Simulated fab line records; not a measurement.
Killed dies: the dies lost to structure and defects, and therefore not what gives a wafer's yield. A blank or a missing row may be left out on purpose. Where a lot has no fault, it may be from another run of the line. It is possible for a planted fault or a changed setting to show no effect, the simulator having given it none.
fab line records	flow sky130	part 1 of 2: steps 1 to 27 of 38
[record] lots = 5	wafers = 15	last-day = 49
route steps=708 shown POLY_GATE@221 LDD_N@237 LDD_P@255
lots with no fault: from the same line, run without faults
start-h: hours from the record's first day to the start of the lot's first wafer shown	wait-h: hours since the lot's step before	" the same as in the row above	L1.1+2: a row that stands for several wafers	- no value, or no start was given	* or withheld: withheld	< > ~ a bound
route shown NAME@n: a module of which the file shows steps, and the number in the route of the first	usual: the fault-free wafers' mean and standard deviation	same: alike in all rows	chamber/n: place in a boat	sites: readings site by site	_std_site: standard deviation of those values	_edge_site: outer sites' mean less inner sites'	radius-mm: for every site, how far away it sits from the centre of the wafer	mask NAME#n: copy n	behind: tool/chamber where the wafer was last shaped	hold: the reason the lot was held/the length of the hold in hours/how it ended	device: transistor that didn't switch, given as n, p or np	end of line: the same wafers' tests at the end of the route	a step without rows: its recipe alone	killed: at the first sort, the dies lost to defects and structure; wafer yield is something else	map: dies across one wafer; x = killed, . = not, _ = none there
set.NAME: the setting as run; set.NAME@STEP: as run at that earlier step	model.NAME: the simulator's own value behind a step, which no gauge read
lots at some steps of the route; a table a step, a row a wafer
services: when a tool's chamber went out of use (start-h, in hours from the record's first day, below 0 if earlier), for how many hours, and the reason
[[steps]]
[step SKY_POLY_GATE_COAT_07]
[recipe] resist = BARC	temp-c = withheld	time-s = withheld	spin-rpm = 3000	resist-thk-nm = 110
[usual] dispense-pressure-kPa = 52/3.2
lot.wafer	tool	chamber	start-h	wait-h	dispense-pressure-kPa
L074.1	litho-track-04	0	350.64	0.1	49
L074.2	"	0	"	"	49
L074.5	"	0	"	"	49
L080.1	litho-track-01	0	404.40	0.1	54
L080.4	"	0	"	"	54
L080.6	"	0	"	"	54
L087.1	litho-track-04	0	469.44	0.1	49
L087.4	"	0	"	"	49
L087.5	"	0	"	"	49
L088.1	litho-track-04	0	472.54	0.1	49
L088.2	"	0	"	"	49
L088.4	"	0	"	"	49
L090.2	litho-track-04	0	496.27	0.1	49
L090.3	"	0	"	"	49
L090.6	"	0	"	"	49
[step SKY_POLY_GATE_COAT_08]
[recipe] resist = KrF-thick	spin-rpm = 3000	resist-thk-nm = 450
[usual] dispense-pressure-kPa = 52/3.2
lot.wafer	tool	chamber	start-h	wait-h	dispense-pressure-kPa
L074.1	litho-track-04	0	-	-	49
L074.2	"	0	"	"	49
L074.5	"	0	"	"	49
L080.1	litho-track-01	0	-	-	54
L080.4	"	0	"	"	54
L080.6	"	0	"	"	54
L087.1	litho-track-04	0	-	-	49
L087.4	"	0	"	"	49
L087.5	"	0	"	"	49
L088.1	litho-track-04	0	-	-	49
L088.2	"	0	"	"	49
L088.4	"	0	"	"	49
L090.2	litho-track-04	0	-	-	49
L090.3	"	0	"	"	49
L090.6	"	0	"	"	49
[step SKY_POLY_GATE_SOFTBAKE_09]
[recipe] temp-c = 100	time-s = 90	resist = KrF-thick
lot.wafer	tool	chamber	start-h	wait-h
L074.1+2+5	litho-track-04	0	-	-
L080.1+4+6	litho-track-01	0	-	-
L087.1+4+5	litho-track-04	0	-	-
L088.1+2+4	litho-track-04	0	-	-
L090.2+3+6	litho-track-04	0	-	-
[step SKY_POLY_GATE_EXPOSE_10]
[recipe] mask-id = P1M	na = 0.68	source-shape = conventional	sigma-outer = 0.6	target-cd-nm = 150	dose-mj = 28
[usual] reticle-temp-C = 23.03/0.11
lot.wafer	tool	chamber	start-h	wait-h	mask	reticle-temp-C
L074.1	krf-scanner-01	0	-	-	P1M#0	23.27
L074.2	"	0	"	"	P1M#0	23.11
L074.5	"	0	"	"	P1M#0	23.21
L080.1	krf-scanner-02	0	-	-	P1M#0	22.91
L080.4	"	0	"	"	P1M#0	23.09
L080.6	"	0	"	"	P1M#0	23.09
L087.1	krf-scanner-02	0	-	-	P1M#0	23.02
L087.4	"	0	"	"	P1M#0	23.08
L087.5	"	0	"	"	P1M#0	22.89
L088.1	krf-scanner-01	0	-	-	P1M#0	23.02
L088.2	"	0	"	"	P1M#0	23.05
L088.4	"	0	"	"	P1M#0	23.01
L090.2	krf-scanner-01	0	-	-	P1M#0	23.02
L090.3	"	0	"	"	P1M#0	23.10
L090.6	"	0	"	"	P1M#0	23.12
[step SKY_POLY_GATE_PEB_11]
[recipe] peb-temp-c = withheld	peb-time-s = withheld	resist = KrF-thick
lot.wafer	tool	chamber	start-h	wait-h
L074.1+2+5	litho-track-04	0	-	-
L080.1+4+6	litho-track-04	0	-	-
L087.1+4+5	litho-track-01	0	-	-
L088.1+2+4	litho-track-01	0	-	-
L090.2+3+6	litho-track-01	0	-	-
[step SKY_POLY_GATE_DEVELOP_12]
[recipe] develop-time-s = 60	resist = KrF-thick	dev-temp-c = 21
lot.wafer	tool	chamber	start-h	wait-h
L074.1+2+5	litho-track-04	0	-	-
L080.1+4+6	litho-track-04	0	-	-
L087.1+4+5	litho-track-01	0	-	-
L088.1+2+4	litho-track-01	0	-	-
L090.2+3+6	litho-track-01	0	-	-
[step SKY_POLY_GATE_CD_MEAS_13]
[recipe] target-cd-nm = 150
[usual] cd-nm = 149.5/1.6
lot.wafer	tool	chamber	start-h	wait-h	cd-nm
L074.1	cd-sem-01	-	364.99	-	150.2
L074.2	"	-	"	"	149.8
L074.5	"	-	"	"	150.2
L080.1	cd-sem-01	-	419.19	-	150.3
L080.4	"	-	"	"	148.6
L080.6	"	-	"	"	149.6
L087.1	cd-sem-01	-	484.64	-	149.4
L087.4	"	-	"	"	151.5
L087.5	"	-	"	"	149.2
L088.1	cd-sem-01	-	487.84	-	149.8
L088.2	"	-	"	"	149.4
L088.4	"	-	"	"	150.0
L090.2	cd-sem-01	-	511.71	-	151.0
L090.3	"	-	"	"	151.8
L090.6	"	-	"	"	151.0
[step SKY_POLY_GATE_OVL_MEAS_14]
[usual] POLY_GATE_OVL = -2/6
lot.wafer	tool	chamber	start-h	wait-h	POLY_GATE_OVL[nm]
L074.1	overlay-02	-	365.11	0.1	-6
L074.2	"	-	"	"	3
L074.5	"	-	"	"	-2
L080.1	overlay-01	-	419.31	0.1	-11
L080.4	"	-	"	"	-10
L080.6	"	-	"	"	0
L087.1	overlay-02	-	484.76	0.1	-2
L087.4	"	-	"	"	-11
L087.5	"	-	"	"	-4
L088.1	overlay-02	-	487.96	0.1	-2
L088.2	"	-	"	"	-1
L088.4	"	-	"	"	-10
L090.2	overlay-01	-	511.82	0.1	-3
L090.3	"	-	"	"	-5
L090.6	"	-	"	"	3
[step SKY_POLY_GATE_ETCH_15]
[recipe] chemistry = N2/H2	target = BARC	ion-energy-ev = 200	source-w = 500	bias-w = 100	pressure-mtorr = 30	n2-flow-sccm = 100	h2-flow-sccm = 200	stop-on = SiO2	time-s = 118.5	target-depth-a = 1100
[usual] drypump-motor-current-A = 5.6/0.4	oes-product-au = 0.716/0.0043	rf-fwd-power-W = 496.8/1.7	throttle-valve-pct = 13.211/0.0088
lot.wafer	tool	chamber	start-h	wait-h	drypump-motor-current-A	oes-product-au	rf-fwd-power-W	rf-hours-counter-h	throttle-valve-pct
L074.1	rie-diel-04	3	365.15	0.0	5.6	0.720	497.7	9	13.221
L074.2	"	2	"	"	5.1	0.721	493.7	93	13.211
L074.5	"	3	"	"	5.6	0.717	496.6	-	13.213
L080.1	rie-diel-01	0	419.35	0.0	6.1	0.717	496.6	2	13.212
L080.4	"	1	"	"	6.1	0.717	495.6	3	13.206
L080.6	"	3	"	"	5.0	0.718	498.8	-	13.205
L087.1	rie-diel-04	0	484.80	0.0	5.4	0.720	495.2	68	13.213
L087.4	"	1	"	"	5.3	0.720	495.4	32	13.206
L087.5	"	1	"	"	5.4	0.717	496.5	-	13.209
L088.1	rie-diel-01	1	488.00	0.0	6.0	0.717	495.0	4	13.205
L088.2	"	3	"	"	5.0	0.713	495.9	13	13.206
L088.4	"	0	"	"	6.1	0.710	496.2	3	13.210
L090.2	rie-diel-02	0	511.85	0.0	6.1	0.718	497.2	70	13.215
L090.3	"	2	"	"	6.2	0.716	499.1	0	13.204
L090.6	"	1	"	"	6.2	0.718	497.0	-	13.216
[step SKY_POLY_GATE_ETCH_16]
[recipe] stop-on = poly-Si	chemistry = CH3F/O2	target = Si3N4	source-w = 400	bias-w = 80	pressure-mtorr = 25	ch3f-flow-sccm = 40	O2_flow_sccm = 30	time-s = 147.5	target-depth-a = 750
[usual] drypump-motor-current-A = 5.6/0.4	oes-product-au = 0.640/0.0055	rf-fwd-power-W = 397.9/1.5	throttle-valve-pct = 10.535/0.0091
lot.wafer	tool	chamber	start-h	wait-h	drypump-motor-current-A	oes-product-au	rf-fwd-power-W	rf-hours-counter-h	throttle-valve-pct
L074.1	rie-diel-04	3	365.23	0.0	5.6	0.635	396.0	9	10.531
L074.2	"	2	"	"	5.1	0.648	396.6	93	10.526
L074.5	"	3	"	"	5.6	0.640	396.8	-	10.561
L080.1	rie-diel-01	0	419.43	0.0	6.1	0.643	399.3	2	10.527
L080.4	"	1	"	"	6.1	0.634	396.7	3	10.539
L080.6	"	3	"	"	4.9	0.633	397.3	-	10.511
L087.1	rie-diel-04	0	484.88	0.0	5.4	0.646	399.9	68	10.523
L087.4	"	1	"	"	5.3	0.646	398.7	32	10.537
L087.5	"	1	"	"	5.3	0.640	398.3	-	10.529
L088.1	rie-diel-01	1	488.08	0.0	6.0	0.638	395.2	4	10.529
L088.2	"	3	"	"	5.0	0.647	399.2	13	10.515
L088.4	"	0	"	"	6.1	0.636	401.0	3	10.532
L090.2	rie-diel-02	0	511.93	0.0	6.0	0.640	395.8	70	10.538
L090.3	"	2	"	"	6.1	0.648	397.3	0	10.522
L090.6	"	1	"	"	6.1	0.623	399.5	-	10.524
[step SKY_POLY_GATE_ETCH_17]
[recipe] target-depth-nm = 180	stop-on = SiO2	over-etch-frac = 0.56667	chemistry = HBr/Cl2	target = poly-Si	icp-w = 400	bias-w = 100	pressure-mtorr = 10	HBr_flow_sccm = 150	Cl2_flow_sccm = 50	time-s = 70.5
[usual] drypump-motor-current-A = 5.7/0.64	oes-product-au = 0.988/0.0077	rf-fwd-power-W = 396.6/1.4	throttle-valve-pct = 33.684/0.0094
[same] over-etch-frac = 0.56667
lot.wafer	tool	chamber	start-h	wait-h	drypump-motor-current-A	oes-product-au	rf-fwd-power-W	rf-hours-counter-h	throttle-valve-pct
L074.1	rie-si-02	1	365.33	0.0	5.9	0.993	394.9	22	33.683
L074.2	"	0	"	"	6.6	0.989	397.0	1	33.667
L074.5	"	0	"	"	6.6	0.984	396.1	-	33.694
L080.1	rie-si-02	3	419.53	0.0	5.6	0.988	395.7	74	33.685
L080.4	"	2	"	"	4.8	0.978	398.4	9	33.671
L080.6	"	2	"	"	4.8	0.966	396.9	-	33.686
L087.1	rie-si-01	1	484.98	0.0	6.5	0.996	398.2	1	33.677
L087.4	"	3	"	"	6.1	0.990	396.9	4	33.690
L087.5	"	2	"	"	4.9	0.989	394.6	-	33.685
L088.1	rie-si-02	0	488.18	0.0	6.6	0.992	394.1	2	33.680
L088.2	"	3	"	"	5.6	0.988	398.7	0	33.687
L088.4	"	2	"	"	4.8	0.997	396.5	10	33.676
L090.2	rie-si-02	0	512.03	0.0	6.6	0.980	397.5	2	33.693
L090.3	"	2	"	"	4.8	0.988	396.5	10	33.676
L090.6	"	3	"	"	5.6	0.985	396.3	-	33.702
[step SKY_POLY_GATE_STRIP_18]
[recipe] chemistry = O2/N2	power-w = 1400	pressure-mtorr = 1500	platen-temp-c = withheld	o2-flow-sccm = 3000	n2-flow-sccm = 300	overash-fraction = 0.5
[usual] drypump-motor-current-A = 6.1/0.43	oes-product-au = 0.361/0.0049	strip-time-to-endpoint-s = 3.17/0.03
lot.wafer	tool	chamber	start-h	wait-h	drypump-motor-current-A	oes-product-au	rf-hours-counter-h	strip-time-to-endpoint-s
L074.1	plasma-asher-04	0	365.38	0.0	5.9	0.354	70	3.18
L074.2	"	1	"	"	6.4	0.365	70	3.17
L074.5	"	0	"	"	5.9	0.358	-	3.18
L080.1	plasma-asher-02	1	419.58	0.0	6.2	0.354	65	3.18
L080.4	"	0	"	"	5.4	0.358	-	3.21
L080.6	"	0	"	"	5.4	0.374	-	3.21
L087.1	plasma-asher-04	1	485.04	0.0	6.4	0.369	6	3.18
L087.4	"	1	"	"	6.4	0.368	-	3.19
L087.5	"	0	"	"	5.9	0.360	-	3.17
L088.1	plasma-asher-01	1	488.24	0.0	5.7	0.365	72	3.23
L088.2	"	0	"	"	6.7	0.363	72	3.20
L088.4	"	1	"	"	5.7	0.364	-	3.19
L090.2	plasma-asher-04	1	512.09	0.0	6.4	0.350	8	3.20
L090.3	"	0	"	"	5.9	0.358	-	3.20
L090.6	"	1	"	"	6.4	0.363	-	3.21
[step SKY_POLY_GATE_CLEAN_19]
[recipe] chemistry = SC1/SC2	mix = 1:4:20	temp-c = 70	time-s = 150	dry = n2-spin
lot.wafer	tool	chamber	start-h	wait-h
L074.1+2+5	wet-bench-04	0	365.48	0.1
L080.1+4+6	wet-bench-02	1	419.68	0.1
L087.1+4+5	wet-bench-03	3	485.14	0.1
L088.1+2+4	wet-bench-03	1	488.34	0.1
L090.2+3+6	wet-bench-02	2	512.19	0.1
[step SKY_POLY_GATE_OXIDATION_20]
[recipe] temp-c = 850	ambient = O2	stabilise-s = 600	purge-s = 300	target-thk-a = 40	ox-time-s = 899
[usual] spike-tc-upper-C = 850.9/1.1
[same] ox-time-s = 899	stabilise-s = 600
lot.wafer	tool	chamber	start-h	wait-h	spike-tc-upper-C
L074.1	furnace-02	0	366.41	0.9	852.2
L074.2	"	0	"	"	852.0
L074.5	"	0	"	"	851.4
L080.1	furnace-01	0	419.96	0.2	849.9
L080.4	"	0	"	"	850.4
L080.6	"	0	"	"	851.6
L087.1	furnace-02	0	485.19	0.0	851.2
L087.4	"	0	"	"	851.0
L087.5	"	0	"	"	852.0
L088.1	furnace-02	0	488.39	0.0	850.4
L088.2	"	0	"	"	851.2
L088.4	"	0	"	"	849.7
L090.2	furnace-01	0	512.24	0.0	852.9
L090.3	"	0	"	"	850.0
L090.6	"	0	"	"	849.7
[step SKY_POLY_GATE_THK_MEAS_21]
[recipe] reads = SiO2_of_POLY_GATE_OXIDATION_20
[usual] POLY_GATE_OXIDATION_THK = 3.97/0.079
lot.wafer	tool	chamber	start-h	wait-h	POLY_GATE_OXIDATION_THK[nm]
L074.1	film-metro-04	-	367.66	0.0	4.00
L074.2	"	-	"	"	4.05
L074.5	"	-	"	"	4.06
L080.1	film-metro-04	-	421.21	0.0	3.83
L080.4	"	-	"	"	3.89
L080.6	"	-	"	"	3.88
L087.1	film-metro-02	-	486.44	0.0	4.10
L087.4	"	-	"	"	4.01
L087.5	"	-	"	"	4.08
L088.1	film-metro-03	-	489.64	0.0	4.02
L088.2	"	-	"	"	4.04
L088.4	"	-	"	"	4.07
L090.2	film-metro-04	-	513.50	0.0	3.94
L090.3	"	-	"	"	3.96
L090.6	"	-	"	"	3.99
[step SKY_POLY_GATE_CD_MEAS_22]
[usual] cd-nm = 149.1/2.2
lot.wafer	tool	chamber	start-h	wait-h	cd-nm
L074.1	cd-sem-01	-	367.72	0.1	150.2
L074.2	"	-	"	"	150.2
L074.5	"	-	"	"	151.1
L080.1	cd-sem-02	-	421.27	0.1	148.7
L080.4	"	-	"	"	148.9
L080.6	"	-	"	"	150.9
L087.1	cd-sem-02	-	486.50	0.1	148.7
L087.4	"	-	"	"	150.2
L087.5	"	-	"	"	148.5
L088.1	cd-sem-01	-	489.70	0.1	152.0
L088.2	"	-	"	"	151.0
L088.4	"	-	"	"	149.1
L090.2	cd-sem-02	-	513.58	0.1	152.1
L090.3	"	-	"	"	151.5
L090.6	"	-	"	"	152.3
[step SKY_LDD_N_DEHYDRATE_00]
[recipe] temp-c = 200	time-s = 60
lot.wafer	tool	chamber	start-h	wait-h
L074.1+2+5	litho-track-04	0	380.64	12.9
L080.1+4+6	litho-track-04	0	436.49	15.2
L087.1+4+5	litho-track-03	0	501.70	15.2
L088.1+2+4	litho-track-01	0	504.79	15.1
L090.2+3+6	litho-track-01	0	527.77	14.2
[step SKY_LDD_N_HMDS_01]
[recipe] prime-time-s = 60	prime-temp-c = 120
lot.wafer	tool	chamber	start-h	wait-h
L074.1+2+5	litho-track-04	0	380.79	0.1
L080.1+4+6	litho-track-04	0	436.64	0.1
L087.1+4+5	litho-track-03	0	501.85	0.1
L088.1+2+4	litho-track-01	0	504.94	0.1
L090.2+3+6	litho-track-01	0	527.92	0.1
[step SKY_LDD_N_COAT_02]
[recipe] resist = NOVOLAK	spin-rpm = 3000	resist-thk-nm = 300
[usual] dispense-pressure-kPa = 50.8/2.2
lot.wafer	tool	chamber	start-h	wait-h	dispense-pressure-kPa
L074.1	litho-track-04	0	380.94	0.1	49.2
L074.2	"	0	"	"	49.2
L074.5	"	0	"	"	49.2
L080.1	litho-track-04	0	436.79	0.1	49.2
L080.4	"	0	"	"	49.1
L080.6	"	0	"	"	49.1
L087.1	litho-track-03	0	502.00	0.1	49.4
L087.4	"	0	"	"	49.4
L087.5	"	0	"	"	49.4
L088.1	litho-track-01	0	505.09	0.1	54.1
L088.2	"	0	"	"	54.1
L088.4	"	0	"	"	54.1
L090.2	litho-track-01	0	528.07	0.1	54.1
L090.3	"	0	"	"	54.1
L090.6	"	0	"	"	54.1
[step SKY_LDD_N_SOFTBAKE_03]
[recipe] temp-c = 90	time-s = 60	resist = NOVOLAK
lot.wafer	tool	chamber	start-h	wait-h
L074.1+2+5	litho-track-04	0	381.09	0.1
L080.1+4+6	litho-track-04	0	436.94	0.1
L087.1+4+5	litho-track-03	0	502.15	0.1
L088.1+2+4	litho-track-01	0	505.24	0.1
L090.2+3+6	litho-track-01	0	528.22	0.1
[step SKY_LDD_N_EXPOSE_04]
[recipe] mask-id = NTM	target-cd-nm = 840	na = 0.6	source-shape = conventional	sigma-outer = 0.6	dose-mj = 110
[usual] reticle-temp-C = 22.98/0.12
lot.wafer	tool	chamber	start-h	wait-h	mask	reticle-temp-C
L074.1	iline-stepper-02	0	-	-	NTM#0	22.96
L074.2	"	0	"	"	NTM#0	22.94
L074.5	"	0	"	"	NTM#0	23.04
L080.1	iline-stepper-01	0	-	-	NTM#0	23.11
L080.4	"	0	"	"	NTM#0	23.03
L080.6	"	0	"	"	NTM#0	23.07
L087.1	iline-stepper-01	0	-	-	NTM#0	22.88
L087.4	"	0	"	"	NTM#0	22.95
L087.5	"	0	"	"	NTM#0	22.88
L088.1	iline-stepper-01	0	-	-	NTM#0	23.16
L088.2	"	0	"	"	NTM#0	23.08
L088.4	"	0	"	"	NTM#0	23.00
L090.2	iline-stepper-01	0	-	-	NTM#0	22.95
L090.3	"	0	"	"	NTM#0	22.99
L090.6	"	0	"	"	NTM#0	23.00
[step SKY_LDD_N_PEB_05]
[recipe] temp-c = withheld	time-s = *	resist = NOVOLAK
lot.wafer	tool	chamber	start-h	wait-h
L074.1+2+5	litho-track-04	0	-	-
L080.1+4+6	litho-track-03	0	-	-
L087.1+4+5	litho-track-04	0	-	-
L088.1+2+4	litho-track-04	0	-	-
L090.2+3+6	litho-track-01	0	-	-
[step SKY_LDD_N_DEVELOP_06]
[recipe] develop-time-s = 60	dev-temp-c = 23
lot.wafer	tool	chamber	start-h	wait-h
L074.1+2+5	litho-track-04	0	395.84	0.1
L080.1+4+6	litho-track-03	0	451.90	0.1
L087.1+4+5	litho-track-04	0	516.69	0.1
L088.1+2+4	litho-track-04	0	519.84	0.1
L090.2+3+6	litho-track-01	0	543.12	0.1
[step SKY_LDD_N_OVL_MEAS_07]
[usual] LDD_N_OVL = -1.3/1.3
lot.wafer	tool	chamber	start-h	wait-h	LDD_N_OVL[nm]
L074.1	overlay-01	-	395.99	0.1	-1.9
L074.2	"	-	"	"	-1.7
L074.5	"	-	"	"	-0.7
L080.1	overlay-02	-	452.05	0.1	-0.2
L080.4	"	-	"	"	-1.1
L080.6	"	-	"	"	0.0
L087.1	overlay-01	-	516.84	0.1	-1.7
L087.4	"	-	"	"	-3.3
L087.5	"	-	"	"	-3.8
L088.1	overlay-02	-	519.99	0.1	-0.7
L088.2	"	-	"	"	-0.8
L088.4	"	-	"	"	-0.7
L090.2	overlay-01	-	543.25	0.1	-2.2
L090.3	"	-	"	"	-0.6
L090.6	"	-	"	"	-3.3
[step SKY_LDD_N_IMPLANT_08]
[recipe] species = As	energy-kev = 20	dose-cm2 = 7.5e+13	tilt-deg = withheld	rotation-deg = 23
[usual] beam-energy-keV = 20.000/0.0067
lot.wafer	tool	chamber	start-h	wait-h	beam-energy-keV
L074.1	implanter-02	0	396.03	0.0	20.003
L074.2	"	0	"	"	19.999
L074.5	"	0	"	"	19.993
L080.1	implanter-01	0	452.09	0.0	19.992
L080.4	"	0	"	"	20.005
L080.6	"	0	"	"	19.997
L087.1	implanter-02	0	516.88	0.0	20.000
L087.4	"	0	"	"	19.993
L087.5	"	0	"	"	20.005
L088.1	implanter-04	0	520.03	0.0	19.991
L088.2	"	0	"	"	19.988
L088.4	"	0	"	"	20.001
L090.2	implanter-02	0	543.31	0.0	20.007
L090.3	"	0	"	"	20.003
L090.6	"	0	"	"	19.996
[step SKY_LDD_N_IMPLANT_09]
[recipe] species = As	energy-kev = 20	dose-cm2 = 7.5e+13	tilt-deg = withheld	rotation-deg = 113
[usual] beam-energy-keV = 19.999/0.0058
lot.wafer	tool	chamber	start-h	wait-h	beam-energy-keV
L074.1	implanter-02	0	396.18	0.1	20.001
L074.2	"	0	"	"	20.004
L074.5	"	0	"	"	19.992
L080.1	implanter-01	0	452.24	0.1	19.992
L080.4	"	0	"	"	20.001
L080.6	"	0	"	"	19.999
L087.1	implanter-02	0	517.03	0.1	20.004
L087.4	"	0	"	"	19.994
L087.5	"	0	"	"	19.995
L088.1	implanter-04	0	520.18	0.1	19.987
L088.2	"	0	"	"	20.001
L088.4	"	0	"	"	19.996
L090.2	implanter-02	0	543.46	0.1	19.991
L090.3	"	0	"	"	19.999
L090.6	"	0	"	"	19.992
[step SKY_LDD_N_IMPLANT_10]
[recipe] species = As	energy-kev = 20	dose-cm2 = 7.5e+13	tilt-deg = withheld	rotation-deg = 203
[usual] beam-energy-keV = 20.000/0.0068
lot.wafer	tool	chamber	start-h	wait-h	beam-energy-keV
L074.1	implanter-02	0	396.33	0.1	20.004
L074.2	"	0	"	"	20.009
L074.5	"	0	"	"	19.997
L080.1	implanter-01	0	452.39	0.1	20.016
L080.4	"	0	"	"	20.008
L080.6	"	0	"	"	20.006
L087.1	implanter-02	0	517.18	0.1	20.002
L087.4	"	0	"	"	19.997
L087.5	"	0	"	"	20.006
L088.1	implanter-04	0	520.33	0.1	19.995
L088.2	"	0	"	"	19.999
L088.4	"	0	"	"	19.992
L090.2	implanter-02	0	543.61	0.1	19.996
L090.3	"	0	"	"	19.998
L090.6	"	0	"	"	19.994
